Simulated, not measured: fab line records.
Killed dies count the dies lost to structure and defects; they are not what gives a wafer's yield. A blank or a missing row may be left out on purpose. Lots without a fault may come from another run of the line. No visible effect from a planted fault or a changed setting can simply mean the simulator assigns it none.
fab line records || flow sfq_line
[record] {"lots": 14, "wafers": 42, "last_day": 95}
route steps=325 shown M4@149
lots untouched by any fault: they come from a run of this same line in which no faults occurred
start_h: the number of hours between the record's first day and the start of the first shown wafer of the lot || wait_h: how many hours have passed since the lot's step before this one || " identical to the entry in the row above || L1.1+2: several wafers, shown together as one row || - no value, or no start given || * or withheld: withheld || < > ~ a bound
route shown NAME@n: a module of which the file shows steps, and the number in the route of the first || usual: mean/standard deviation of fault-free wafers || same: alike in all rows || chamber/n: place in a boat || sites: the reading at each site || _std_site: standard deviation across them || _edge_site: the outer-site mean with the inner-site mean subtracted || radius_mm: for every site, how far away it sits from the centre of the wafer || mask NAME#n: copy n || behind: the most recent tool/chamber to have shaped the wafer || hold: cause of the lot's hold/its duration in hours/its outcome || device: the transistor (n, p or np) that didn't switch || end of line: the tests these same wafers got at the end of their route || a step without rows: its recipe alone || killed: the dies lost at the first sort to structure and to defects; this is not the yield of the wafer || map: a wafer's dies, marking killed ones x, the rest . and places with no die _
set.NAME: the run value of the setting; set.NAME@STEP: its run value at that earlier step || model.NAME: the simulator's own value behind a step, which no gauge read
a sample of lots followed through the steps of the route, with each step as a table and each wafer as a row
services: when a tool's chamber went out of use (start_h, in hours from the record's first day, below 0 if earlier), for how many hours, and the reason
[[steps]]
[step SFQ_TRILAYER_M4_DEP_SPUTTER_091]
[recipe] {"material": "Nb", "base_pressure_pa": 1.33e-06, "chamber_pressure_pa": 0.1333, "substrate_temp_c": 20, "resputter_cathode_voltage_v": 400, "target_thk_nm": 200, "power_w": 2000, "time_s": 133.3}
[usual] {"cathode_dc_power_W": "2000.0/0.37", "throttle_valve_pct": "30.1/1.3"}
{"lot.wafer": "L838.2", "tool": "pvd_sputter-06", "chamber": "-", "start_h": 1164.64, "wait_h": 0.0, "cathode_dc_power_W": 1999.2, "throttle_valve_pct": 27.0}
{"lot.wafer": "L838.3", "tool": "pvd_sputter-06", "chamber": "-", "start_h": 1164.64, "wait_h": 0.0, "cathode_dc_power_W": 2000.2, "throttle_valve_pct": 30.8}
{"lot.wafer": "L838.4", "tool": "pvd_sputter-06", "chamber": "-", "start_h": 1164.64, "wait_h": 0.0, "cathode_dc_power_W": 2000.1, "throttle_valve_pct": 30.1}
{"lot.wafer": "L840.1", "tool": "pvd_sputter-04", "chamber": "-", "start_h": 1171.84, "wait_h": 0.0, "cathode_dc_power_W": 1999.9, "throttle_valve_pct": 30.7}
{"lot.wafer": "L840.4", "tool": "pvd_sputter-04", "chamber": "-", "start_h": 1171.84, "wait_h": 0.0, "cathode_dc_power_W": 1999.8, "throttle_valve_pct": 30.9}
{"lot.wafer": "L840.5", "tool": "pvd_sputter-04", "chamber": "-", "start_h": 1171.84, "wait_h": 0.0, "cathode_dc_power_W": 2000.5, "throttle_valve_pct": 31.1}
{"lot.wafer": "L842.3", "tool": "pvd_sputter-04", "chamber": "-", "start_h": 1176.64, "wait_h": 0.0, "cathode_dc_power_W": 2000.1, "throttle_valve_pct": 31.2}
{"lot.wafer": "L842.4", "tool": "pvd_sputter-04", "chamber": "-", "start_h": 1176.64, "wait_h": 0.0, "cathode_dc_power_W": 1999.8, "throttle_valve_pct": 31.3}
{"lot.wafer": "L842.5", "tool": "pvd_sputter-04", "chamber": "-", "start_h": 1176.64, "wait_h": 0.0, "cathode_dc_power_W": 1999.6, "throttle_valve_pct": 31.2}
{"lot.wafer": "L843.1", "tool": "pvd_sputter-06", "chamber": "-", "start_h": 1180.37, "wait_h": 0.0, "cathode_dc_power_W": 1999.9, "throttle_valve_pct": 30.7}
{"lot.wafer": "L843.3", "tool": "pvd_sputter-06", "chamber": "-", "start_h": 1180.37, "wait_h": 0.0, "cathode_dc_power_W": 1999.5, "throttle_valve_pct": 29.4}
{"lot.wafer": "L843.4", "tool": "pvd_sputter-06", "chamber": "-", "start_h": 1180.37, "wait_h": 0.0, "cathode_dc_power_W": 1999.7, "throttle_valve_pct": 30.1}
{"lot.wafer": "L844.4", "tool": "pvd_sputter-03", "chamber": "-", "start_h": 1181.56, "wait_h": 0.0, "cathode_dc_power_W": 2000.2, "throttle_valve_pct": 29.6}
{"lot.wafer": "L844.5", "tool": "pvd_sputter-03", "chamber": "-", "start_h": 1181.56, "wait_h": 0.0, "cathode_dc_power_W": 1999.8, "throttle_valve_pct": 29.8}
{"lot.wafer": "L844.6", "tool": "pvd_sputter-03", "chamber": "-", "start_h": 1181.56, "wait_h": 0.0, "cathode_dc_power_W": 2000.4, "throttle_valve_pct": 30.9}
{"lot.wafer": "L845.2", "tool": "pvd_sputter-04", "chamber": "-", "start_h": 1183.96, "wait_h": 0.0, "cathode_dc_power_W": 2000.2, "throttle_valve_pct": 31.0}
{"lot.wafer": "L845.4", "tool": "pvd_sputter-04", "chamber": "-", "start_h": 1183.96, "wait_h": 0.0, "cathode_dc_power_W": 2000.7, "throttle_valve_pct": 31.2}
{"lot.wafer": "L845.6", "tool": "pvd_sputter-04", "chamber": "-", "start_h": 1183.96, "wait_h": 0.0, "cathode_dc_power_W": 2000.3, "throttle_valve_pct": 30.9}
{"lot.wafer": "L846.1", "tool": "pvd_sputter-06", "chamber": "-", "start_h": 1186.37, "wait_h": 0.0, "cathode_dc_power_W": 1999.8, "throttle_valve_pct": 29.9}
{"lot.wafer": "L846.4", "tool": "pvd_sputter-06", "chamber": "-", "start_h": 1186.37, "wait_h": 0.0, "cathode_dc_power_W": 2000.0, "throttle_valve_pct": 30.9}
{"lot.wafer": "L846.5", "tool": "pvd_sputter-06", "chamber": "-", "start_h": 1186.37, "wait_h": 0.0, "cathode_dc_power_W": 1999.6, "throttle_valve_pct": 30.9}
{"lot.wafer": "L850.1", "tool": "pvd_sputter-03", "chamber": "-", "start_h": 1199.09, "wait_h": 0.0, "cathode_dc_power_W": 2000.3, "throttle_valve_pct": 31.3}
{"lot.wafer": "L850.2", "tool": "pvd_sputter-03", "chamber": "-", "start_h": 1199.09, "wait_h": 0.0, "cathode_dc_power_W": 2000.1, "throttle_valve_pct": 30.2}
{"lot.wafer": "L850.6", "tool": "pvd_sputter-03", "chamber": "-", "start_h": 1199.09, "wait_h": 0.0, "cathode_dc_power_W": 2000.0, "throttle_valve_pct": 31.1}
{"lot.wafer": "L851.1", "tool": "pvd_sputter-04", "chamber": "-", "start_h": 1199.69, "wait_h": 0.0, "cathode_dc_power_W": 2000.5, "throttle_valve_pct": 31.2}
{"lot.wafer": "L851.3", "tool": "pvd_sputter-04", "chamber": "-", "start_h": 1199.69, "wait_h": 0.0, "cathode_dc_power_W": 1999.8, "throttle_valve_pct": 31.5}
{"lot.wafer": "L851.4", "tool": "pvd_sputter-04", "chamber": "-", "start_h": 1199.69, "wait_h": 0.0, "cathode_dc_power_W": 1999.5, "throttle_valve_pct": 30.7}
{"lot.wafer": "L852.1", "tool": "pvd_sputter-06", "chamber": "-", "start_h": 1200.89, "wait_h": 0.0, "cathode_dc_power_W": 1999.6, "throttle_valve_pct": 29.6}
{"lot.wafer": "L852.2", "tool": "pvd_sputter-06", "chamber": "-", "start_h": 1200.89, "wait_h": 0.0, "cathode_dc_power_W": 2000.3, "throttle_valve_pct": 30.0}
{"lot.wafer": "L852.6", "tool": "pvd_sputter-06", "chamber": "-", "start_h": 1200.89, "wait_h": 0.0, "cathode_dc_power_W": 2000.1, "throttle_valve_pct": 30.2}
{"lot.wafer": "L853.1", "tool": "pvd_sputter-03", "chamber": "-", "start_h": 1204.49, "wait_h": 0.0, "cathode_dc_power_W": 2000.5, "throttle_valve_pct": 31.1}
{"lot.wafer": "L853.2", "tool": "pvd_sputter-03", "chamber": "-", "start_h": 1204.49, "wait_h": 0.0, "cathode_dc_power_W": 2000.4, "throttle_valve_pct": 28.4}
{"lot.wafer": "L853.6", "tool": "pvd_sputter-03", "chamber": "-", "start_h": 1204.49, "wait_h": 0.0, "cathode_dc_power_W": 2000.0, "throttle_valve_pct": 31.2}
{"lot.wafer": "L856.1", "tool": "pvd_sputter-03", "chamber": "-", "start_h": 1208.09, "wait_h": 0.0, "cathode_dc_power_W": 2206.3, "throttle_valve_pct": 30.3}
{"lot.wafer": "L856.5", "tool": "pvd_sputter-03", "chamber": "-", "start_h": 1208.09, "wait_h": 0.0, "cathode_dc_power_W": 2206.0, "throttle_valve_pct": 31.0}
{"lot.wafer": "L856.6", "tool": "pvd_sputter-03", "chamber": "-", "start_h": 1208.09, "wait_h": 0.0, "cathode_dc_power_W": 2205.5, "throttle_valve_pct": 29.5}
{"lot.wafer": "L860.3", "tool": "pvd_sputter-06", "chamber": "-", "start_h": 1234.61, "wait_h": 0.0, "cathode_dc_power_W": 2000.3, "throttle_valve_pct": 29.4}
{"lot.wafer": "L860.4", "tool": "pvd_sputter-06", "chamber": "-", "start_h": 1234.61, "wait_h": 0.0, "cathode_dc_power_W": 2000.3, "throttle_valve_pct": 30.6}
{"lot.wafer": "L860.6", "tool": "pvd_sputter-06", "chamber": "-", "start_h": 1234.61, "wait_h": 0.0, "cathode_dc_power_W": 1999.8, "throttle_valve_pct": 26.9}
{"lot.wafer": "L861.1", "tool": "pvd_sputter-03", "chamber": "-", "start_h": 1237.01, "wait_h": 0.0, "cathode_dc_power_W": 2205.7, "throttle_valve_pct": 31.0}
{"lot.wafer": "L861.3", "tool": "pvd_sputter-03", "chamber": "-", "start_h": 1237.01, "wait_h": 0.0, "cathode_dc_power_W": 2205.6, "throttle_valve_pct": 29.4}
{"lot.wafer": "L861.6", "tool": "pvd_sputter-03", "chamber": "-", "start_h": 1237.01, "wait_h": 0.0, "cathode_dc_power_W": 2205.5, "throttle_valve_pct": 31.1}
[step SFQ_M4_RS_MEAS_924]
[recipe] {"thk_meas_gauge": "four-point-probe", "reads": "Nb_of_TRILAYER_M4_DEP_SPUTTER_091"}
[usual] {"M4_NB_RS": "0.888/0.011"}
{"lot.wafer": "L838.2", "tool": "film_metro-03", "chamber": "-", "start_h": 1164.75, "wait_h": 0.1, "M4_NB_RS[ohm/sq]": 0.879}
{"lot.wafer": "L838.3", "tool": "film_metro-03", "chamber": "-", "start_h": 1164.75, "wait_h": 0.1, "M4_NB_RS[ohm/sq]": 0.877}
{"lot.wafer": "L838.4", "tool": "film_metro-03", "chamber": "-", "start_h": 1164.75, "wait_h": 0.1, "M4_NB_RS[ohm/sq]": 0.888}
{"lot.wafer": "L840.1", "tool": "film_metro-03", "chamber": "-", "start_h": 1171.93, "wait_h": 0.0, "M4_NB_RS[ohm/sq]": 0.891}
{"lot.wafer": "L840.4", "tool": "film_metro-03", "chamber": "-", "start_h": 1171.93, "wait_h": 0.0, "M4_NB_RS[ohm/sq]": 0.889}
{"lot.wafer": "L840.5", "tool": "film_metro-03", "chamber": "-", "start_h": 1171.93, "wait_h": 0.0, "M4_NB_RS[ohm/sq]": 0.887}
{"lot.wafer": "L842.3", "tool": "film_metro-02", "chamber": "-", "start_h": 1176.77, "wait_h": 0.1, "M4_NB_RS[ohm/sq]": 0.883}
{"lot.wafer": "L842.4", "tool": "film_metro-02", "chamber": "-", "start_h": 1176.77, "wait_h": 0.1, "M4_NB_RS[ohm/sq]": 0.885}
{"lot.wafer": "L842.5", "tool": "film_metro-02", "chamber": "-", "start_h": 1176.77, "wait_h": 0.1, "M4_NB_RS[ohm/sq]": 0.884}
{"lot.wafer": "L843.1", "tool": "film_metro-02", "chamber": "-", "start_h": 1180.47, "wait_h": 0.1, "M4_NB_RS[ohm/sq]": 0.896}
{"lot.wafer": "L843.3", "tool": "film_metro-02", "chamber": "-", "start_h": 1180.47, "wait_h": 0.1, "M4_NB_RS[ohm/sq]": 0.907}
{"lot.wafer": "L843.4", "tool": "film_metro-02", "chamber": "-", "start_h": 1180.47, "wait_h": 0.1, "M4_NB_RS[ohm/sq]": 0.895}
{"lot.wafer": "L844.4", "tool": "film_metro-04", "chamber": "-", "start_h": 1181.71, "wait_h": 0.1, "M4_NB_RS[ohm/sq]": 0.898}
{"lot.wafer": "L844.5", "tool": "film_metro-04", "chamber": "-", "start_h": 1181.71, "wait_h": 0.1, "M4_NB_RS[ohm/sq]": 0.900}
{"lot.wafer": "L844.6", "tool": "film_metro-04", "chamber": "-", "start_h": 1181.71, "wait_h": 0.1, "M4_NB_RS[ohm/sq]": 0.918}
{"lot.wafer": "L845.2", "tool": "film_metro-02", "chamber": "-", "start_h": 1184.07, "wait_h": 0.1, "M4_NB_RS[ohm/sq]": 0.881}
{"lot.wafer": "L845.4", "tool": "film_metro-02", "chamber": "-", "start_h": 1184.07, "wait_h": 0.1, "M4_NB_RS[ohm/sq]": 0.873}
{"lot.wafer": "L845.6", "tool": "film_metro-02", "chamber": "-", "start_h": 1184.07, "wait_h": 0.1, "M4_NB_RS[ohm/sq]": 0.867}
{"lot.wafer": "L846.1", "tool": "film_metro-03", "chamber": "-", "start_h": 1186.47, "wait_h": 0.1, "M4_NB_RS[ohm/sq]": 0.888}
{"lot.wafer": "L846.4", "tool": "film_metro-03", "chamber": "-", "start_h": 1186.47, "wait_h": 0.1, "M4_NB_RS[ohm/sq]": 0.890}
{"lot.wafer": "L846.5", "tool": "film_metro-03", "chamber": "-", "start_h": 1186.47, "wait_h": 0.1, "M4_NB_RS[ohm/sq]": 0.894}
{"lot.wafer": "L850.1", "tool": "film_metro-02", "chamber": "-", "start_h": 1199.18, "wait_h": 0.0, "M4_NB_RS[ohm/sq]": 0.903}
{"lot.wafer": "L850.2", "tool": "film_metro-02", "chamber": "-", "start_h": 1199.18, "wait_h": 0.0, "M4_NB_RS[ohm/sq]": 0.891}
{"lot.wafer": "L850.6", "tool": "film_metro-02", "chamber": "-", "start_h": 1199.18, "wait_h": 0.0, "M4_NB_RS[ohm/sq]": 0.904}
{"lot.wafer": "L851.1", "tool": "film_metro-04", "chamber": "-", "start_h": 1199.78, "wait_h": 0.0, "M4_NB_RS[ohm/sq]": 0.879}
{"lot.wafer": "L851.3", "tool": "film_metro-04", "chamber": "-", "start_h": 1199.78, "wait_h": 0.0, "M4_NB_RS[ohm/sq]": 0.886}
{"lot.wafer": "L851.4", "tool": "film_metro-04", "chamber": "-", "start_h": 1199.78, "wait_h": 0.0, "M4_NB_RS[ohm/sq]": 0.882}
{"lot.wafer": "L852.1", "tool": "film_metro-02", "chamber": "-", "start_h": 1200.98, "wait_h": 0.0, "M4_NB_RS[ohm/sq]": 0.889}
{"lot.wafer": "L852.2", "tool": "film_metro-02", "chamber": "-", "start_h": 1200.98, "wait_h": 0.0, "M4_NB_RS[ohm/sq]": 0.891}
{"lot.wafer": "L852.6", "tool": "film_metro-02", "chamber": "-", "start_h": 1200.98, "wait_h": 0.0, "M4_NB_RS[ohm/sq]": 0.891}
{"lot.wafer": "L853.1", "tool": "film_metro-04", "chamber": "-", "start_h": 1204.58, "wait_h": 0.0, "M4_NB_RS[ohm/sq]": 0.899}
{"lot.wafer": "L853.2", "tool": "film_metro-04", "chamber": "-", "start_h": 1204.58, "wait_h": 0.0, "M4_NB_RS[ohm/sq]": 0.883}
{"lot.wafer": "L853.6", "tool": "film_metro-04", "chamber": "-", "start_h": 1204.58, "wait_h": 0.0, "M4_NB_RS[ohm/sq]": 0.908}
{"lot.wafer": "L856.1", "tool": "film_metro-03", "chamber": "-", "start_h": 1208.18, "wait_h": 0.0, "M4_NB_RS[ohm/sq]": 0.814}
{"lot.wafer": "L856.5", "tool": "film_metro-03", "chamber": "-", "start_h": 1208.18, "wait_h": 0.0, "M4_NB_RS[ohm/sq]": 0.823}
{"lot.wafer": "L856.6", "tool": "film_metro-03", "chamber": "-", "start_h": 1208.18, "wait_h": 0.0, "M4_NB_RS[ohm/sq]": 0.807}
{"lot.wafer": "L860.3", "tool": "film_metro-02", "chamber": "-", "start_h": 1234.74, "wait_h": 0.1, "M4_NB_RS[ohm/sq]": 0.888}
{"lot.wafer": "L860.4", "tool": "film_metro-02", "chamber": "-", "start_h": 1234.74, "wait_h": 0.1, "M4_NB_RS[ohm/sq]": 0.877}
{"lot.wafer": "L860.6", "tool": "film_metro-02", "chamber": "-", "start_h": 1234.74, "wait_h": 0.1, "M4_NB_RS[ohm/sq]": 0.885}
{"lot.wafer": "L861.1", "tool": "film_metro-02", "chamber": "-", "start_h": 1237.10, "wait_h": 0.0, "M4_NB_RS[ohm/sq]": 0.820}
{"lot.wafer": "L861.3", "tool": "film_metro-02", "chamber": "-", "start_h": 1237.10, "wait_h": 0.0, "M4_NB_RS[ohm/sq]": 0.807}
{"lot.wafer": "L861.6", "tool": "film_metro-02", "chamber": "-", "start_h": 1237.10, "wait_h": 0.0, "M4_NB_RS[ohm/sq]": 0.824}
[step SFQ_TRILAYER_M4_ETCH_METAL_ETCH_096]
[recipe] {"target": "Nb", "stop_on": "SiO2", "mask_material": "PR", "chemistry": "Cl2/Ar", "target_depth_nm": 240, "icp_w": 600, "bias_w": 80, "pressure_mtorr": 10, "time_s": 120}
[usual] {"drypump_motor_current_A": "5.8/0.41", "oes_product_au": "0.895/0.0083"}
{"lot.wafer": "L838.2", "tool": "rie_metal-04", "chamber": 1, "start_h": 1269.72, "wait_h": 0.0, "drypump_motor_current_A": 6.1, "oes_product_au": 0.903, "rf_hours_counter_h": 65}
{"lot.wafer": "L838.3", "tool": "rie_metal-04", "chamber": 0, "start_h": 1269.72, "wait_h": 0.0, "drypump_motor_current_A": 6.3, "oes_product_au": 0.899, "rf_hours_counter_h": "-"}
{"lot.wafer": "L838.4", "tool": "rie_metal-04", "chamber": 1, "start_h": 1269.72, "wait_h": 0.0, "drypump_motor_current_A": 6.1, "oes_product_au": 0.899, "rf_hours_counter_h": "-"}
{"lot.wafer": "L840.1", "tool": "rie_metal-04", "chamber": 1, "start_h": 1278.95, "wait_h": 0.0, "drypump_motor_current_A": 6.1, "oes_product_au": 0.891, "rf_hours_counter_h": 67}
{"lot.wafer": "L840.4", "tool": "rie_metal-04", "chamber": 0, "start_h": 1278.95, "wait_h": 0.0, "drypump_motor_current_A": 6.2, "oes_product_au": 0.908, "rf_hours_counter_h": "-"}
{"lot.wafer": "L840.5", "tool": "rie_metal-04", "chamber": 1, "start_h": 1278.95, "wait_h": 0.0, "drypump_motor_current_A": 6.1, "oes_product_au": 0.889, "rf_hours_counter_h": "-"}
{"lot.wafer": "L842.3", "tool": "rie_metal-04", "chamber": 0, "start_h": 1283.79, "wait_h": 0.1, "drypump_motor_current_A": 6.2, "oes_product_au": 0.898, "rf_hours_counter_h": "-"}
{"lot.wafer": "L842.4", "tool": "rie_metal-04", "chamber": 1, "start_h": 1283.79, "wait_h": 0.1, "drypump_motor_current_A": 6.0, "oes_product_au": 0.891, "rf_hours_counter_h": "-"}
{"lot.wafer": "L842.5", "tool": "rie_metal-04", "chamber": 0, "start_h": 1283.79, "wait_h": 0.1, "drypump_motor_current_A": 6.2, "oes_product_au": 0.896, "rf_hours_counter_h": "-"}
{"lot.wafer": "L843.1", "tool": "rie_metal-04", "chamber": 1, "start_h": 1289.30, "wait_h": 0.0, "drypump_motor_current_A": 6.0, "oes_product_au": 0.890, "rf_hours_counter_h": 69}
{"lot.wafer": "L843.3", "tool": "rie_metal-04", "chamber": 0, "start_h": 1289.30, "wait_h": 0.0, "drypump_motor_current_A": 6.2, "oes_product_au": 0.888, "rf_hours_counter_h": "-"}
{"lot.wafer": "L843.4", "tool": "rie_metal-04", "chamber": 1, "start_h": 1289.30, "wait_h": 0.0, "drypump_motor_current_A": 6.1, "oes_product_au": 0.890, "rf_hours_counter_h": "-"}
{"lot.wafer": "L844.4", "tool": "rie_metal-03", "chamber": 0, "start_h": 1290.54, "wait_h": 0.1, "drypump_motor_current_A": 5.4, "oes_product_au": 0.884, "rf_hours_counter_h": "-"}
{"lot.wafer": "L844.5", "tool": "rie_metal-03", "chamber": 0, "start_h": 1290.54, "wait_h": 0.1, "drypump_motor_current_A": 5.4, "oes_product_au": 0.884, "rf_hours_counter_h": "-"}
{"lot.wafer": "L844.6", "tool": "rie_metal-03", "chamber": 1, "start_h": 1290.54, "wait_h": 0.1, "drypump_motor_current_A": 5.3, "oes_product_au": 0.874, "rf_hours_counter_h": "-"}
{"lot.wafer": "L845.2", "tool": "rie_metal-03", "chamber": 0, "start_h": 1294.10, "wait_h": 0.0, "drypump_motor_current_A": 5.3, "oes_product_au": 0.898, "rf_hours_counter_h": 5}
{"lot.wafer": "L845.4", "tool": "rie_metal-03", "chamber": 1, "start_h": 1294.10, "wait_h": 0.0, "drypump_motor_current_A": 5.3, "oes_product_au": 0.906, "rf_hours_counter_h": "-"}
{"lot.wafer": "L845.6", "tool": "rie_metal-03", "chamber": 1, "start_h": 1294.10, "wait_h": 0.0, "drypump_motor_current_A": 5.3, "oes_product_au": 0.904, "rf_hours_counter_h": "-"}
{"lot.wafer": "L846.1", "tool": "rie_metal-02", "chamber": 1, "start_h": 1297.70, "wait_h": 0.0, "drypump_motor_current_A": 6.3, "oes_product_au": 0.897, "rf_hours_counter_h": 107}
{"lot.wafer": "L846.4", "tool": "rie_metal-02", "chamber": 0, "start_h": 1297.70, "wait_h": 0.0, "drypump_motor_current_A": 5.4, "oes_product_au": 0.903, "rf_hours_counter_h": "-"}
{"lot.wafer": "L846.5", "tool": "rie_metal-02", "chamber": 1, "start_h": 1297.70, "wait_h": 0.0, "drypump_motor_current_A": 6.3, "oes_product_au": 0.891, "rf_hours_counter_h": "-"}
{"lot.wafer": "L850.1", "tool": "rie_metal-04", "chamber": 1, "start_h": 1310.90, "wait_h": 0.0, "drypump_motor_current_A": 6.1, "oes_product_au": 0.881, "rf_hours_counter_h": 72}
{"lot.wafer": "L850.2", "tool": "rie_metal-04", "chamber": 0, "start_h": 1310.90, "wait_h": 0.0, "drypump_motor_current_A": 6.3, "oes_product_au": 0.887, "rf_hours_counter_h": 41}
{"lot.wafer": "L850.6", "tool": "rie_metal-04", "chamber": 0, "start_h": 1310.90, "wait_h": 0.0, "drypump_motor_current_A": 6.3, "oes_product_au": 0.887, "rf_hours_counter_h": "-"}
{"lot.wafer": "L851.1", "tool": "rie_metal-02", "chamber": 1, "start_h": 1312.10, "wait_h": 0.0, "drypump_motor_current_A": 6.3, "oes_product_au": 0.899, "rf_hours_counter_h": 110}
{"lot.wafer": "L851.3", "tool": "rie_metal-02", "chamber": 0, "start_h": 1312.10, "wait_h": 0.0, "drypump_motor_current_A": 5.4, "oes_product_au": 0.892, "rf_hours_counter_h": "-"}
{"lot.wafer": "L851.4", "tool": "rie_metal-02", "chamber": 1, "start_h": 1312.10, "wait_h": 0.0, "drypump_motor_current_A": 6.3, "oes_product_au": 0.906, "rf_hours_counter_h": "-"}
{"lot.wafer": "L852.1", "tool": "rie_metal-04", "chamber": 1, "start_h": 1314.50, "wait_h": 0.0, "drypump_motor_current_A": 6.1, "oes_product_au": 0.903, "rf_hours_counter_h": 73}
{"lot.wafer": "L852.2", "tool": "rie_metal-04", "chamber": 0, "start_h": 1314.50, "wait_h": 0.0, "drypump_motor_current_A": 6.2, "oes_product_au": 0.893, "rf_hours_counter_h": 41}
{"lot.wafer": "L852.6", "tool": "rie_metal-04", "chamber": 0, "start_h": 1314.50, "wait_h": 0.0, "drypump_motor_current_A": 6.2, "oes_product_au": 0.893, "rf_hours_counter_h": "-"}
{"lot.wafer": "L853.1", "tool": "rie_metal-04", "chamber": 1, "start_h": 1316.90, "wait_h": 0.0, "drypump_motor_current_A": 6.0, "oes_product_au": 0.893, "rf_hours_counter_h": 73}
{"lot.wafer": "L853.2", "tool": "rie_metal-04", "chamber": 0, "start_h": 1316.90, "wait_h": 0.0, "drypump_motor_current_A": 6.3, "oes_product_au": 0.906, "rf_hours_counter_h": 42}
{"lot.wafer": "L853.6", "tool": "rie_metal-04", "chamber": 1, "start_h": 1316.90, "wait_h": 0.0, "drypump_motor_current_A": 6.0, "oes_product_au": 0.879, "rf_hours_counter_h": "-"}
{"lot.wafer": "L856.1", "tool": "rie_metal-02", "chamber": 1, "start_h": 1322.90, "wait_h": 0.0, "drypump_motor_current_A": 6.2, "oes_product_au": 0.943, "rf_hours_counter_h": 112}
{"lot.wafer": "L856.5", "tool": "rie_metal-02", "chamber": 1, "start_h": 1322.90, "wait_h": 0.0, "drypump_motor_current_A": 6.2, "oes_product_au": 0.944, "rf_hours_counter_h": "-"}
{"lot.wafer": "L856.6", "tool": "rie_metal-02", "chamber": 0, "start_h": 1322.90, "wait_h": 0.0, "drypump_motor_current_A": 5.4, "oes_product_au": 0.944, "rf_hours_counter_h": "-"}
{"lot.wafer": "L860.3", "tool": "rie_metal-04", "chamber": 0, "start_h": 1349.34, "wait_h": 0.1, "drypump_motor_current_A": 6.2, "oes_product_au": 0.887, "rf_hours_counter_h": "-"}
{"lot.wafer": "L860.4", "tool": "rie_metal-04", "chamber": 1, "start_h": 1349.34, "wait_h": 0.1, "drypump_motor_current_A": 6.0, "oes_product_au": 0.911, "rf_hours_counter_h": "-"}
{"lot.wafer": "L860.6", "tool": "rie_metal-04", "chamber": 1, "start_h": 1349.34, "wait_h": 0.1, "drypump_motor_current_A": 6.0, "oes_product_au": 0.891, "rf_hours_counter_h": "-"}
{"lot.wafer": "L861.1", "tool": "rie_metal-02", "chamber": 0, "start_h": 1352.90, "wait_h": 0.0, "drypump_motor_current_A": 5.4, "oes_product_au": 0.941, "rf_hours_counter_h": 36}
{"lot.wafer": "L861.3", "tool": "rie_metal-02", "chamber": 0, "start_h": 1352.90, "wait_h": 0.0, "drypump_motor_current_A": 5.4, "oes_product_au": 0.954, "rf_hours_counter_h": "-"}
{"lot.wafer": "L861.6", "tool": "rie_metal-02", "chamber": 1, "start_h": 1352.90, "wait_h": 0.0, "drypump_motor_current_A": 6.2, "oes_product_au": 0.934, "rf_hours_counter_h": "-"}
[[services]]
{"tool": "rie_metal-04", "chamber": "-", "start_h": 1149.86, "hours": 0.4, "kind": "repair"}
{"tool": "pvd_sputter-03", "chamber": 3, "start_h": 1188.28, "hours": "-", "kind": "consumable_replace:kit"}
{"tool": "pvd_sputter-03", "chamber": 3, "start_h": 1188.28, "hours": 18.0, "kind": "scheduled_down"}
{"tool": "pvd_sputter-03", "chamber": 3, "start_h": 1188.28, "hours": 18.0, "kind": "vent_cycle"}
{"tool": "pvd_sputter-03", "chamber": "-", "start_h": 1224.70, "hours": 10.7, "kind": "repair"}
{"tool": "pvd_sputter-03", "chamber": "-", "start_h": 1240.10, "hours": 1.5, "kind": "repair"}
{"tool": "rie_metal-03", "chamber": 0, "start_h": 1248.46, "hours": "-", "kind": "clean"}
{"tool": "rie_metal-03", "chamber": 0, "start_h": 1248.46, "hours": "-", "kind": "consumable_replace:focus_ring"}
{"tool": "rie_metal-03", "chamber": 0, "start_h": 1248.46, "hours": 14.3, "kind": "scheduled_down"}
{"tool": "rie_metal-03", "chamber": 0, "start_h": 1248.46, "hours": 14.3, "kind": "vent_cycle"}
{"tool": "rie_metal-04", "chamber": "-", "start_h": 1261.02, "hours": 1.1, "kind": "repair"}
{"tool": "pvd_sputter-04", "chamber": 0, "start_h": 1271.97, "hours": "-", "kind": "consumable_replace:kit"}
{"tool": "pvd_sputter-04", "chamber": 0, "start_h": 1271.97, "hours": 18.0, "kind": "scheduled_down"}
{"tool": "pvd_sputter-04", "chamber": 0, "start_h": 1271.97, "hours": 18.0, "kind": "vent_cycle"}
{"tool": "pvd_sputter-06", "chamber": "-", "start_h": 1274.81, "hours": 4.0, "kind": "repair"}
{"tool": "rie_metal-03", "chamber": 1, "start_h": 1295.55, "hours": "-", "kind": "clean"}
{"tool": "rie_metal-03", "chamber": 1, "start_h": 1295.55, "hours": "-", "kind": "consumable_replace:focus_ring"}
{"tool": "rie_metal-03", "chamber": 1, "start_h": 1295.55, "hours": 30.1, "kind": "scheduled_down"}
{"tool": "rie_metal-03", "chamber": 1, "start_h": 1295.55, "hours": 30.1, "kind": "vent_cycle"}
{"tool": "rie_metal-02", "chamber": "-", "start_h": 1337.81, "hours": 0.5, "kind": "repair"}
{"tool": "rie_metal-03", "chamber": 0, "start_h": 1348.04, "hours": 5.8, "kind": "repair"}
[[key]]
[first_sign] {"step": "SFQ_TRILAYER_M4_DEP_SPUTTER_091", "reading": "cathode_dc_power_W", "direction": "up", "sigmas": "99+", "usual": 2000.0, "struck": 2205.8}
[effect] {"step": "SFQ_M4_RS_MEAS_924", "reading": "M4_NB_RS", "direction": "down", "sigmas": 6.7, "usual": 0.888, "struck": 0.816}
[effect] {"step": "SFQ_TRILAYER_M4_ETCH_METAL_ETCH_096", "reading": "oes_product_au", "direction": "up", "sigmas": 5.8, "usual": 0.895, "struck": 0.943}
met_at SFQ_TRILAYER_M4_DEP_SPUTTER_091
struck_lots L856,L861
onset_between 1204.49 1208.09
[fault] {"kind": "process_parameter_drift", "tool": "pvd_sputter-03", "chamber": "-", "onset_h": 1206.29, "steps": "SFQ_TRILAYER_M4_DEP_SPUTTER_091", "channel": "power_w", "offset": 205.84, "shape": "step", "end_h": 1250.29, "acts_in": "these_recipes_only", "stated": 2000}
